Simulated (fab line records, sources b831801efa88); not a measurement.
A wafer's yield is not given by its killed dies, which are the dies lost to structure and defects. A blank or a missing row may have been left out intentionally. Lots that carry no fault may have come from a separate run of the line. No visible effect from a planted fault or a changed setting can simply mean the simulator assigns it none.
fab line records / flow sky130
record: lots: 14 wafers: 42 lastDay: 48
route steps=708 shown VIA4@641 PAD_OPEN@708
lots untouched by any fault: they come from a run of this same line in which no faults occurred
startH: start of the lot's first displayed wafer, in hours after the record's first day / waitH: hours since the lot's step before / " as in the row above / L1.1+2: one row covering several wafers at once / - value missing, or start not given / * or withheld: withheld / < > ~ a bound
route shown NAME@n: NAME is a module with steps in the file, n the number in the route of the first one / usual: the fault-free wafers' mean and standard deviation / same: alike in all rows / chamber/n: place in a boat / sites: per-site readings / _std_site: the values' standard deviation / _edge_site: inner sites' mean taken away from outer sites' mean / radiusMm: for every site, how far away it sits from the centre of the wafer / mask NAME#n: copy n / behind: the last tool/chamber to shape the wafer / hold: what put the lot on hold/how long, in hours/how the hold closed / device: which transistor (n, p or np) failed to switch / end of line: at the end of the route, the tests of the same wafers / where a step has no rows: the recipe by itself / killed: dies that structure and defects cost at the first sort, which is not the same as the wafer's yield / map: dies across one wafer; x = killed, . = not, _ = none there
set.NAME: setting as actually run; set.NAME@STEP: the setting as run at that earlier step / model.NAME: the simulator's own value behind a step, which no gauge read
a sample of lots followed through the steps of the route, with each step as a table and each wafer as a row
services: from which hour (startH, from the record's first day; less than 0 if before it) a tool's chamber was out of use, for how many hours, and why
== steps ==
step: SKY_VIA4_CMP_02
recipe: material: SiO2 downForcePsi: 4 platenRpm: 60 padVelocityMS: 0.94248
usual: motorCurrentA: 11.8/0.45 platenRpm: 60.01/0.046 slurryFilterDpKPa: 13.51/0.15
lot.wafer=L729.3 tool=cmp-01 chamber=2 startH=986.54 waitH=0.1 motorCurrentA=11.9 platenRpm=59.94 slurryFilterDpKPa=13.39
lot.wafer=L729.1 tool=cmp-01 chamber=1 startH=986.54 waitH=0.1 motorCurrentA=11.9 platenRpm=60.02 slurryFilterDpKPa=13.42
lot.wafer=L729.6 tool=cmp-01 chamber=3 startH=986.54 waitH=0.1 motorCurrentA=12.7 platenRpm=60.01 slurryFilterDpKPa=13.58
lot.wafer=L730.3 tool=cmp-01 chamber=2 startH=999.66 waitH=0.1 motorCurrentA=11.2 platenRpm=60.01 slurryFilterDpKPa=13.61
lot.wafer=L730.6 tool=cmp-01 chamber=1 startH=999.66 waitH=0.1 motorCurrentA=12.4 platenRpm=60.05 slurryFilterDpKPa=13.71
lot.wafer=L730.5 tool=cmp-01 chamber=2 startH=999.66 waitH=0.1 motorCurrentA=11.9 platenRpm=59.96 slurryFilterDpKPa=13.70
lot.wafer=L731.2 tool=cmp-02 chamber=2 startH=1000.38 waitH=0.0 motorCurrentA=12.1 platenRpm=59.92 slurryFilterDpKPa=13.40
lot.wafer=L731.1 tool=cmp-02 chamber=1 startH=1000.38 waitH=0.0 motorCurrentA=11.7 platenRpm=60.01 slurryFilterDpKPa=13.44
lot.wafer=L731.5 tool=cmp-02 chamber=3 startH=1000.38 waitH=0.0 motorCurrentA=12.2 platenRpm=60.01 slurryFilterDpKPa=13.35
lot.wafer=L732.1 tool=cmp-02 chamber=0 startH=1003.58 waitH=0.1 motorCurrentA=11.7 platenRpm=59.96 slurryFilterDpKPa=13.70
lot.wafer=L732.3 tool=cmp-02 chamber=1 startH=1003.58 waitH=0.1 motorCurrentA=11.2 platenRpm=60.09 slurryFilterDpKPa=13.42
lot.wafer=L732.2 tool=cmp-02 chamber=2 startH=1003.58 waitH=0.1 motorCurrentA=11.7 platenRpm=60.07 slurryFilterDpKPa=13.58
lot.wafer=L733.1 tool=cmp-02 chamber=0 startH=1009.20 waitH=0.1 motorCurrentA=11.8 platenRpm=59.97 slurryFilterDpKPa=13.52
lot.wafer=L733.3 tool=cmp-02 chamber=1 startH=1009.20 waitH=0.1 motorCurrentA=10.9 platenRpm=60.00 slurryFilterDpKPa=13.58
lot.wafer=L733.6 tool=cmp-02 chamber=1 startH=1009.20 waitH=0.1 motorCurrentA=11.2 platenRpm=59.94 slurryFilterDpKPa=13.57
lot.wafer=L734.4 tool=cmp-01 chamber=2 startH=1013.44 waitH=0.0 motorCurrentA=11.4 platenRpm=59.91 slurryFilterDpKPa=13.37
lot.wafer=L734.3 tool=cmp-01 chamber=3 startH=1013.44 waitH=0.0 motorCurrentA=12.5 platenRpm=59.98 slurryFilterDpKPa=13.73
lot.wafer=L734.5 tool=cmp-01 chamber=3 startH=1013.44 waitH=0.0 motorCurrentA=12.8 platenRpm=59.99 slurryFilterDpKPa=13.42
lot.wafer=L735.1 tool=cmp-02 chamber=1 startH=1028.89 waitH=0.1 motorCurrentA=11.3 platenRpm=60.05 slurryFilterDpKPa=13.28
lot.wafer=L735.2 tool=cmp-02 chamber=2 startH=1028.89 waitH=0.1 motorCurrentA=11.0 platenRpm=60.00 slurryFilterDpKPa=13.62
lot.wafer=L735.3 tool=cmp-02 chamber=3 startH=1028.89 waitH=0.1 motorCurrentA=12.3 platenRpm=60.01 slurryFilterDpKPa=13.54
lot.wafer=L736.3 tool=cmp-02 chamber=2 startH=1031.01 waitH=0.3 motorCurrentA=11.8 platenRpm=60.01 slurryFilterDpKPa=13.51
lot.wafer=L736.4 tool=cmp-02 chamber=3 startH=1031.01 waitH=0.3 motorCurrentA=12.4 platenRpm=59.96 slurryFilterDpKPa=13.58
lot.wafer=L736.6 tool=cmp-02 chamber=0 startH=1031.01 waitH=0.3 motorCurrentA=11.8 platenRpm=59.97 slurryFilterDpKPa=13.35
lot.wafer=L737.4 tool=cmp-02 chamber=3 startH=1035.37 waitH=0.0 motorCurrentA=11.9 platenRpm=59.98 slurryFilterDpKPa=13.62
lot.wafer=L737.2 tool=cmp-02 chamber=1 startH=1035.37 waitH=0.0 motorCurrentA=11.8 platenRpm=60.01 slurryFilterDpKPa=13.44
lot.wafer=L737.1 tool=cmp-02 chamber=2 startH=1035.37 waitH=0.0 motorCurrentA=12.1 platenRpm=60.03 slurryFilterDpKPa=13.52
lot.wafer=L738.3 tool=cmp-02 chamber=3 startH=1045.07 waitH=0.1 motorCurrentA=12.0 platenRpm=60.01 slurryFilterDpKPa=13.72
lot.wafer=L738.1 tool=cmp-02 chamber=0 startH=1045.07 waitH=0.1 motorCurrentA=11.8 platenRpm=60.12 slurryFilterDpKPa=13.74
lot.wafer=L738.4 tool=cmp-02 chamber=1 startH=1045.07 waitH=0.1 motorCurrentA=11.6 platenRpm=59.93 slurryFilterDpKPa=13.27
lot.wafer=L740.3 tool=cmp-02 chamber=0 startH=1060.22 waitH=0.0 motorCurrentA=12.0 platenRpm=60.01 slurryFilterDpKPa=13.25
lot.wafer=L740.6 tool=cmp-02 chamber=0 startH=1060.22 waitH=0.0 motorCurrentA=11.6 platenRpm=59.91 slurryFilterDpKPa=13.83
lot.wafer=L740.5 tool=cmp-02 chamber=1 startH=1060.22 waitH=0.0 motorCurrentA=11.4 platenRpm=60.01 slurryFilterDpKPa=13.68
lot.wafer=L741.1 tool=cmp-02 chamber=0 startH=1064.83 waitH=0.2 motorCurrentA=12.0 platenRpm=60.04 slurryFilterDpKPa=13.14
lot.wafer=L741.5 tool=cmp-02 chamber=1 startH=1064.83 waitH=0.2 motorCurrentA=12.1 platenRpm=60.02 slurryFilterDpKPa=13.49
lot.wafer=L741.6 tool=cmp-02 chamber=2 startH=1064.83 waitH=0.2 motorCurrentA=11.3 platenRpm=60.09 slurryFilterDpKPa=13.37
lot.wafer=L742.2 tool=cmp-02 chamber=0 startH=1068.60 waitH=0.1 motorCurrentA=11.3 platenRpm=59.98 slurryFilterDpKPa=13.24
lot.wafer=L742.5 tool=cmp-02 chamber=3 startH=1068.60 waitH=0.1 motorCurrentA=11.4 platenRpm=60.00 slurryFilterDpKPa=13.52
lot.wafer=L742.6 tool=cmp-02 chamber=0 startH=1068.60 waitH=0.1 motorCurrentA=11.7 platenRpm=59.95 slurryFilterDpKPa=13.39
lot.wafer=L743.1 tool=cmp-02 chamber=2 startH=1072.47 waitH=0.1 motorCurrentA=11.6 platenRpm=59.98 slurryFilterDpKPa=13.61
lot.wafer=L743.6 tool=cmp-02 chamber=0 startH=1072.47 waitH=0.1 motorCurrentA=11.7 platenRpm=60.06 slurryFilterDpKPa=13.57
lot.wafer=L743.5 tool=cmp-02 chamber=1 startH=1072.47 waitH=0.1 motorCurrentA=11.4 platenRpm=59.99 slurryFilterDpKPa=13.42
step: SKY_PAD_OPEN_PROBE_99
usual: defectLimitedYield: 82.6/1.8 killed_at_M0_to_M3: 43/6.6 killed_at_M4_up: 3.4/1.8 killedAtContacts: 24/4.9 killedAtFrontEnd: 15/4.1 killedAtOther: 0.3/0.55 killedDies: 85/8.8 killedOnRim: 17/3.7 killedOpen: 46/6.1 killedShort: 39/5.7 sort_bin_3_pad_short: 0.9/0.41 sort_bin_5_function: 10.1/1.5 sort_bin_6_memory: 6.4/1 sortNPass: 407/8.8 sortYieldPct: 82.6/1.8
same: grossDies: 492 killedAtBackSide: 0 sort_bin_4_leakage[%]: 0 sort_bin_8_speed[%]: 0
lot.wafer=L734.3 tool=prober-01 chamber=- startH=1104.49 waitH=0.2 defectLimitedYield[%]=82.9 killed_at_M0_to_M3=42 killed_at_M4_up=2 killedAtContacts=22 killedAtFrontEnd=18 killedAtOther=0 killedDies=84 killedOnRim=18 killedOpen=51 killedShort=33 sort_bin_3_pad_short[%]=1.2 sort_bin_5_function[%]=11.4 sort_bin_6_memory[%]=4.5 sortNPass=408 sortYieldPct[%]=82.9
lot.wafer=L734.4 tool=prober-01 chamber=- startH=1104.54 waitH=0.2 defectLimitedYield[%]=83.9 killed_at_M0_to_M3=43 killed_at_M4_up=0 killedAtContacts=22 killedAtFrontEnd=13 killedAtOther=1 killedDies=79 killedOnRim=21 killedOpen=44 killedShort=35 sort_bin_3_pad_short[%]=1.0 sort_bin_5_function[%]=8.9 sort_bin_6_memory[%]=6.1 sortNPass=413 sortYieldPct[%]=83.9
lot.wafer=L734.5 tool=prober-01 chamber=- startH=1104.59 waitH=0.2 defectLimitedYield[%]=82.9 killed_at_M0_to_M3=42 killed_at_M4_up=2 killedAtContacts=26 killedAtFrontEnd=13 killedAtOther=1 killedDies=84 killedOnRim=19 killedOpen=49 killedShort=34 sort_bin_3_pad_short[%]=1.0 sort_bin_5_function[%]=8.9 sort_bin_6_memory[%]=7.1 sortNPass=408 sortYieldPct[%]=82.9
lot.wafer=L736.3 tool=prober-01 chamber=- startH=1121.82 waitH=0.2 defectLimitedYield[%]=83.3 killed_at_M0_to_M3=42 killed_at_M4_up=3 killedAtContacts=20 killedAtFrontEnd=16 killedAtOther=1 killedDies=82 killedOnRim=16 killedOpen=39 killedShort=42 sort_bin_3_pad_short[%]=1.0 sort_bin_5_function[%]=8.5 sort_bin_6_memory[%]=7.1 sortNPass=410 sortYieldPct[%]=83.3
lot.wafer=L736.4 tool=prober-01 chamber=- startH=1121.87 waitH=0.2 defectLimitedYield[%]=82.7 killed_at_M0_to_M3=38 killed_at_M4_up=1 killedAtContacts=33 killedAtFrontEnd=11 killedAtOther=2 killedDies=85 killedOnRim=16 killedOpen=46 killedShort=38 sort_bin_3_pad_short[%]=1.0 sort_bin_5_function[%]=11.0 sort_bin_6_memory[%]=5.3 sortNPass=407 sortYieldPct[%]=82.7
lot.wafer=L736.6 tool=prober-01 chamber=- startH=1121.97 waitH=0.2 defectLimitedYield[%]=79.7 killed_at_M0_to_M3=43 killed_at_M4_up=6 killedAtContacts=35 killedAtFrontEnd=15 killedAtOther=1 killedDies=100 killedOnRim=22 killedOpen=54 killedShort=43 sort_bin_3_pad_short[%]=0.8 sort_bin_5_function[%]=12.2 sort_bin_6_memory[%]=7.3 sortNPass=392 sortYieldPct[%]=79.7
lot.wafer=L737.1 tool=prober-02 chamber=- startH=1124.86 waitH=0.1 defectLimitedYield[%]=81.1 killed_at_M0_to_M3=52 killed_at_M4_up=3 killedAtContacts=28 killedAtFrontEnd=10 killedAtOther=0 killedDies=93 killedOnRim=21 killedOpen=57 killedShort=36 sort_bin_3_pad_short[%]=0.4 sort_bin_5_function[%]=12.8 sort_bin_6_memory[%]=5.7 sortNPass=399 sortYieldPct[%]=81.1
lot.wafer=L737.2 tool=prober-02 chamber=- startH=1124.91 waitH=0.1 defectLimitedYield[%]=83.7 killed_at_M0_to_M3=38 killed_at_M4_up=4 killedAtContacts=22 killedAtFrontEnd=15 killedAtOther=1 killedDies=80 killedOnRim=16 killedOpen=40 killedShort=40 sort_bin_3_pad_short[%]=0.8 sort_bin_5_function[%]=7.5 sort_bin_6_memory[%]=7.9 sortNPass=412 sortYieldPct[%]=83.7
lot.wafer=L737.4 tool=prober-02 chamber=- startH=1125.01 waitH=0.2 defectLimitedYield[%]=84.8 killed_at_M0_to_M3=44 killed_at_M4_up=2 killedAtContacts=20 killedAtFrontEnd=9 killedAtOther=0 killedDies=75 killedOnRim=18 killedOpen=38 killedShort=37 sort_bin_3_pad_short[%]=1.0 sort_bin_5_function[%]=9.8 sort_bin_6_memory[%]=4.5 sortNPass=417 sortYieldPct[%]=84.8
lot.wafer=L738.1 tool=prober-01 chamber=- startH=1131.50 waitH=0.1 defectLimitedYield[%]=79.1 killed_at_M0_to_M3=54 killed_at_M4_up=3 killedAtContacts=25 killedAtFrontEnd=21 killedAtOther=0 killedDies=103 killedOnRim=22 killedOpen=54 killedShort=49 sort_bin_3_pad_short[%]=0.8 sort_bin_5_function[%]=12.8 sort_bin_6_memory[%]=7.3 sortNPass=389 sortYieldPct[%]=79.1
lot.wafer=L738.3 tool=prober-01 chamber=- startH=1131.60 waitH=0.2 defectLimitedYield[%]=82.1 killed_at_M0_to_M3=36 killed_at_M4_up=6 killedAtContacts=29 killedAtFrontEnd=17 killedAtOther=0 killedDies=88 killedOnRim=11 killedOpen=48 killedShort=40 sort_bin_3_pad_short[%]=0.6 sort_bin_5_function[%]=11.2 sort_bin_6_memory[%]=6.1 sortNPass=404 sortYieldPct[%]=82.1
lot.wafer=L738.4 tool=prober-01 chamber=- startH=1131.65 waitH=0.2 defectLimitedYield[%]=83.7 killed_at_M0_to_M3=38 killed_at_M4_up=3 killedAtContacts=27 killedAtFrontEnd=12 killedAtOther=0 killedDies=80 killedOnRim=16 killedOpen=41 killedShort=39 sort_bin_3_pad_short[%]=0.6 sort_bin_5_function[%]=8.1 sort_bin_6_memory[%]=7.5 sortNPass=412 sortYieldPct[%]=83.7
lot.wafer=L740.3 tool=prober-01 chamber=- startH=1145.80 waitH=0.2 defectLimitedYield[%]=81.7 killed_at_M0_to_M3=39 killed_at_M4_up=5 killedAtContacts=35 killedAtFrontEnd=11 killedAtOther=0 killedDies=90 killedOnRim=14 killedOpen=42 killedShort=48 sort_bin_3_pad_short[%]=1.8 sort_bin_5_function[%]=11.2 sort_bin_6_memory[%]=5.3 sortNPass=402 sortYieldPct[%]=81.7
lot.wafer=L740.5 tool=prober-01 chamber=- startH=1145.90 waitH=0.2 defectLimitedYield[%]=80.7 killed_at_M0_to_M3=41 killed_at_M4_up=7 killedAtContacts=35 killedAtFrontEnd=12 killedAtOther=0 killedDies=95 killedOnRim=23 killedOpen=52 killedShort=42 sort_bin_3_pad_short[%]=1.2 sort_bin_5_function[%]=9.8 sort_bin_6_memory[%]=8.3 sortNPass=397 sortYieldPct[%]=80.7
lot.wafer=L740.6 tool=prober-01 chamber=- startH=1145.95 waitH=0.2 defectLimitedYield[%]=82.5 killed_at_M0_to_M3=37 killed_at_M4_up=3 killedAtContacts=38 killedAtFrontEnd=8 killedAtOther=0 killedDies=86 killedOnRim=20 killedOpen=47 killedShort=39 sort_bin_3_pad_short[%]=0.4 sort_bin_5_function[%]=12.2 sort_bin_6_memory[%]=4.9 sortNPass=406 sortYieldPct[%]=82.5
lot.wafer=L741.1 tool=prober-02 chamber=- startH=1149.41 waitH=0.1 defectLimitedYield[%]=81.9 killed_at_M0_to_M3=52 killed_at_M4_up=2 killedAtContacts=23 killedAtFrontEnd=12 killedAtOther=0 killedDies=89 killedOnRim=18 killedOpen=39 killedShort=50 sort_bin_3_pad_short[%]=0.8 sort_bin_5_function[%]=9.1 sort_bin_6_memory[%]=8.1 sortNPass=403 sortYieldPct[%]=81.9
lot.wafer=L741.5 tool=prober-02 chamber=- startH=1149.61 waitH=0.2 defectLimitedYield[%]=86.2 killed_at_M0_to_M3=29 killed_at_M4_up=5 killedAtContacts=18 killedAtFrontEnd=16 killedAtOther=0 killedDies=68 killedOnRim=16 killedOpen=43 killedShort=25 sort_bin_3_pad_short[%]=0.4 sort_bin_5_function[%]=8.9 sort_bin_6_memory[%]=4.5 sortNPass=424 sortYieldPct[%]=86.2
lot.wafer=L741.6 tool=prober-02 chamber=- startH=1149.66 waitH=0.2 defectLimitedYield[%]=81.1 killed_at_M0_to_M3=48 killed_at_M4_up=6 killedAtContacts=21 killedAtFrontEnd=18 killedAtOther=0 killedDies=93 killedOnRim=11 killedOpen=52 killedShort=40 sort_bin_3_pad_short[%]=0.4 sort_bin_5_function[%]=12.0 sort_bin_6_memory[%]=6.5 sortNPass=399 sortYieldPct[%]=81.1
lot.wafer=L742.2 tool=prober-01 chamber=- startH=1151.93 waitH=0.1 defectLimitedYield[%]=60.2 killed_at_M0_to_M3=26 killed_at_M4_up=130 killedAtContacts=22 killedAtFrontEnd=17 killedAtOther=1 killedDies=196 killedOnRim=42 killedOpen=37 killedShort=30 sort_bin_3_pad_short[%]=1.4 sort_bin_5_function[%]=23.6 sort_bin_6_memory[%]=14.8 sortNPass=296 sortYieldPct[%]=60.2
lot.wafer=L742.5 tool=prober-01 chamber=- startH=1152.08 waitH=0.2 defectLimitedYield[%]=63.8 killed_at_M0_to_M3=40 killed_at_M4_up=107 killedAtContacts=19 killedAtFrontEnd=12 killedAtOther=0 killedDies=178 killedOnRim=31 killedOpen=33 killedShort=39 sort_bin_3_pad_short[%]=1.8 sort_bin_5_function[%]=24.4 sort_bin_6_memory[%]=10.0 sortNPass=314 sortYieldPct[%]=63.8
lot.wafer=L742.6 tool=prober-01 chamber=- startH=1152.13 waitH=0.2 defectLimitedYield[%]=59.6 killed_at_M0_to_M3=44 killed_at_M4_up=115 killedAtContacts=23 killedAtFrontEnd=17 killedAtOther=0 killedDies=199 killedOnRim=36 killedOpen=54 killedShort=33 sort_bin_3_pad_short[%]=3.9 sort_bin_5_function[%]=22.6 sort_bin_6_memory[%]=14.0 sortNPass=293 sortYieldPct[%]=59.6
lot.wafer=L743.1 tool=prober-02 chamber=- startH=1155.20 waitH=0.1 defectLimitedYield[%]=59.8 killed_at_M0_to_M3=40 killed_at_M4_up=125 killedAtContacts=13 killedAtFrontEnd=20 killedAtOther=0 killedDies=198 killedOnRim=37 killedOpen=41 killedShort=38 sort_bin_3_pad_short[%]=0.8 sort_bin_5_function[%]=28.0 sort_bin_6_memory[%]=11.4 sortNPass=294 sortYieldPct[%]=59.8
lot.wafer=L743.5 tool=prober-02 chamber=- startH=1155.40 waitH=0.2 defectLimitedYield[%]=60.4 killed_at_M0_to_M3=39 killed_at_M4_up=116 killedAtContacts=22 killedAtFrontEnd=18 killedAtOther=0 killedDies=195 killedOnRim=38 killedOpen=43 killedShort=36 sort_bin_3_pad_short[%]=2.2 sort_bin_5_function[%]=24.8 sort_bin_6_memory[%]=12.6 sortNPass=297 sortYieldPct[%]=60.4
lot.wafer=L743.6 tool=prober-02 chamber=- startH=1155.45 waitH=0.2 defectLimitedYield[%]=56.9 killed_at_M0_to_M3=46 killed_at_M4_up=128 killedAtContacts=27 killedAtFrontEnd=11 killedAtOther=0 killedDies=212 killedOnRim=45 killedOpen=47 killedShort=41 sort_bin_3_pad_short[%]=1.8 sort_bin_5_function[%]=27.0 sort_bin_6_memory[%]=14.2 sortNPass=280 sortYieldPct[%]=56.9
killed by level:class
L734.3 VIA1:geometricParticle:open=11 VIA3:geometricParticle:open=7 CONTACT:geometricParticle:short=6 CONTACT:geometricParticle:open=6 FIELD_ISO:geometricParticle:open=5 LI_CONTACT:geometricParticle:open=5 METAL1:geometricParticle:short=5 METAL2:geometricParticle:short=5
L734.4 VIA1:geometricParticle:open=11 METAL1:geometricParticle:short=9 LI_CONTACT:geometricParticle:open=7 FIELD_ISO:geometricParticle:open=6 CONTACT:geometricParticle:open=6 VIA1:geometricParticle:short=6 VIA2:geometricParticle:open=4 METAL2:geometricParticle:short=4
L734.5 CONTACT:geometricParticle:open=9 LI_CONTACT:geometricParticle:open=8 VIA1:geometricParticle:open=8 VIA3:geometricParticle:open=8 CONTACT:geometricParticle:short=5 METAL1:geometricParticle:short=5 METAL2:geometricParticle:short=5 FIELD_ISO:geometricParticle:open=4
L736.3 LOCAL_INTERCONNECT:geometricParticle:short=8 VIA1:geometricParticle:short=7 CONTACT:geometricParticle:open=6 VIA3:geometricParticle:open=6 VIA1:geometricParticle:open=6 METAL2:geometricParticle:short=6 FIELD_ISO:geometricParticle:open=5 POLY_GATE:geometricParticle:short=4
L736.4 CONTACT:geometricParticle:open=14 LI_CONTACT:geometricParticle:open=7 LOCAL_INTERCONNECT:geometricParticle:short=6 VIA2:geometricParticle:open=6 METAL1:geometricParticle:short=5 VIA1:geometricParticle:open=5 FIELD_ISO:geometricParticle:open=4 VIA1:geometricParticle:short=4
L736.6 CONTACT:geometricParticle:open=15 LI_CONTACT:geometricParticle:open=9 VIA1:geometricParticle:open=8 METAL2:geometricParticle:short=7 LOCAL_INTERCONNECT:geometricParticle:short=6 METAL1:geometricParticle:short=5 VIA3:geometricParticle:open=5 FIELD_ISO:geometricParticle:short=3
L737.1 VIA1:geometricParticle:open=11 LI_CONTACT:geometricParticle:open=8 VIA2:geometricParticle:open=8 VIA3:geometricParticle:open=7 POLY_GATE:geometricParticle:open=6 CONTACT:geometricParticle:open=6 METAL2:geometricParticle:short=6 CONTACT:geometricParticle:short=5
L737.2 CONTACT:geometricParticle:open=7 VIA1:geometricParticle:open=7 POLY_GATE:geometricParticle:short=6 LI_CONTACT:geometricParticle:open=6 METAL1:geometricParticle:short=6 METAL2:geometricParticle:short=5 VIA3:geometricParticle:open=5 FIELD_ISO:geometricParticle:open=4
L737.4 VIA3:geometricParticle:open=11 VIA1:geometricParticle:open=9 LI_CONTACT:geometricParticle:open=5 LOCAL_INTERCONNECT:geometricParticle:short=4 CONTACT:geometricParticle:short=4 CONTACT:geometricParticle:open=4 METAL2:geometricParticle:short=4 VIA2:geometricParticle:open=4
L738.1 VIA1:geometricParticle:open=9 METAL1:geometricParticle:short=8 LI_CONTACT:geometricParticle:open=7 CONTACT:geometricParticle:open=7 VIA3:geometricParticle:open=7 VIA1:geometricParticle:short=6 POLY_GATE:geometricParticle:short=5 LOCAL_INTERCONNECT:geometricParticle:short=5
L738.3 VIA1:geometricParticle:open=10 LOCAL_INTERCONNECT:geometricParticle:short=10 CONTACT:geometricParticle:open=9 VIA2:geometricParticle:open=7 VIA3:geometricParticle:open=6 METAL1:geometricParticle:short=5 FIELD_ISO:geometricParticle:short=4 LI_CONTACT:geometricParticle:open=4
L738.4 CONTACT:geometricParticle:open=10 VIA3:geometricParticle:open=9 METAL2:geometricParticle:short=8 METAL1:geometricParticle:short=6 LOCAL_INTERCONNECT:geometricParticle:short=5 CONTACT:geometricParticle:short=5 LI_CONTACT:geometricParticle:open=4 VIA2:geometricParticle:open=4
L740.3 LI_CONTACT:geometricParticle:open=10 CONTACT:geometricParticle:short=7 LOCAL_INTERCONNECT:geometricParticle:short=6 VIA1:geometricParticle:short=6 METAL2:geometricParticle:short=6 VIA3:geometricParticle:open=6 LI_CONTACT:geometricParticle:short=5 CONTACT:geometricParticle:open=5
L740.5 CONTACT:geometricParticle:open=10 LI_CONTACT:geometricParticle:open=9 VIA1:geometricParticle:open=7 VIA3:geometricParticle:open=7 CONTACT:geometricParticle:short=6 METAL1:geometricParticle:short=6 VIA2:geometricParticle:open=6 LOCAL_INTERCONNECT:geometricParticle:short=5
L740.6 CONTACT:geometricParticle:open=15 LI_CONTACT:geometricParticle:open=10 LOCAL_INTERCONNECT:geometricParticle:short=7 VIA1:geometricParticle:short=7 VIA1:geometricParticle:open=5 METAL2:geometricParticle:open=4 VIA3:geometricParticle:open=4 METAL2:geometricParticle:short=4
L741.1 VIA1:geometricParticle:open=12 METAL1:geometricParticle:short=10 METAL2:geometricParticle:short=8 LOCAL_INTERCONNECT:geometricParticle:short=7 CONTACT:geometricParticle:open=6 VIA2:geometricParticle:open=6 LI_CONTACT:geometricParticle:open=5 VIA1:geometricParticle:short=5
L741.5 VIA1:geometricParticle:open=8 VIA3:geometricParticle:open=6 VIA2:geometricParticle:open=6 LOCAL_INTERCONNECT:geometricParticle:short=6 CONTACT:geometricParticle:open=6 FIELD_ISO:geometricParticle:open=5 LI_CONTACT:geometricParticle:open=5 VIA1:geometricParticle:short=5
L741.6 VIA1:geometricParticle:open=10 VIA2:geometricParticle:open=8 CONTACT:geometricParticle:open=7 METAL2:geometricParticle:short=7 VIA3:geometricParticle:open=6 LI_CONTACT:geometricParticle:short=5 FIELD_ISO:geometricParticle:open=4 POLY_GATE:geometricParticle:open=4
L742.2 VIA4:unspecified=128 LI_CONTACT:geometricParticle:open=8 FIELD_ISO:geometricParticle:open=6 CONTACT:geometricParticle:open=6 VIA1:geometricParticle:short=4 CONTACT:geometricParticle:short=4 VIA1:geometricParticle:open=4 VIA2:geometricParticle:open=4
L742.5 VIA4:unspecified=106 CONTACT:geometricParticle:open=7 METAL1:geometricParticle:short=7 VIA1:geometricParticle:short=7 LI_CONTACT:geometricParticle:short=5 VIA2:geometricParticle:open=5 LOCAL_INTERCONNECT:geometricParticle:short=4 VIA3:geometricParticle:open=4
L742.6 VIA4:unspecified=112 VIA1:geometricParticle:open=10 CONTACT:geometricParticle:open=10 VIA2:geometricParticle:open=9 LI_CONTACT:geometricParticle:open=7 VIA3:geometricParticle:open=7 FIELD_ISO:geometricParticle:short=5 METAL1:geometricParticle:short=5
L743.1 VIA4:unspecified=119 VIA1:geometricParticle:open=11 LI_CONTACT:geometricParticle:open=7 VIA1:geometricParticle:short=6 FIELD_ISO:geometricParticle:open=5 FIELD_ISO:geometricParticle:short=5 VIA2:geometricParticle:open=5 METAL4:geometricParticle:short=5
L743.5 VIA4:unspecified=115 CONTACT:geometricParticle:open=12 VIA1:geometricParticle:short=7 VIA1:geometricParticle:open=7 VIA3:geometricParticle:open=6 POLY_GATE:geometricParticle:short=4 POLY_GATE:geometricParticle:open=4 CONTACT:geometricParticle:short=4
L743.6 VIA4:unspecified=124 CONTACT:geometricParticle:open=10 LI_CONTACT:geometricParticle:open=8 METAL2:geometricParticle:short=8 VIA1:geometricParticle:open=7 VIA1:geometricParticle:short=7 CONTACT:geometricParticle:short=6 VIA3:geometricParticle:open=5
== services ==
tool=cmp-02 chamber=- startH=982.01 hours=14.5 kind=pm
tool=cmp-01 chamber=- startH=994.02 hours=3.9 kind=repair
tool=cmp-02 chamber=- startH=1005.25 hours=2.3 kind=repair
tool=cmp-02 chamber=- startH=1009.93 hours=3.9 kind=pm
tool=cmp-01 chamber=- startH=1026.63 hours=5.9 kind=repair
tool=cmp-01 chamber=- startH=1047.98 hours=2.3 kind=repair
tool=cmp-02 chamber=- startH=1048.48 hours=0.8 kind=repair
tool=cmp-02 chamber=- startH=1053.92 hours=5.8 kind=pm
tool=cmp-01 chamber=- startH=1059.84 hours=5.9 kind=pm
== key ==
firstSign: step: SKY_PAD_OPEN_PROBE_99 reading: killed_at_M4_up direction: up sigmas: 64 usual: 3.4 struck: 120.2
effect: step: SKY_PAD_OPEN_PROBE_99 reading: defectLimitedYield direction: down sigmas: 13 usual: 82.6 struck: 60.1
metAt SKY_VIA4_CMP_02
struckLots L742,L743
onsetBetween 1064.83 1068.60
alsoFits time
fault: kind: chamberParticleSource tool: cmp-02 chamber: - onsetH: 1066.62 steps: SKY_VIA4_CMP_02 ratePerVisitCm2: 0.58076 endH: 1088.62
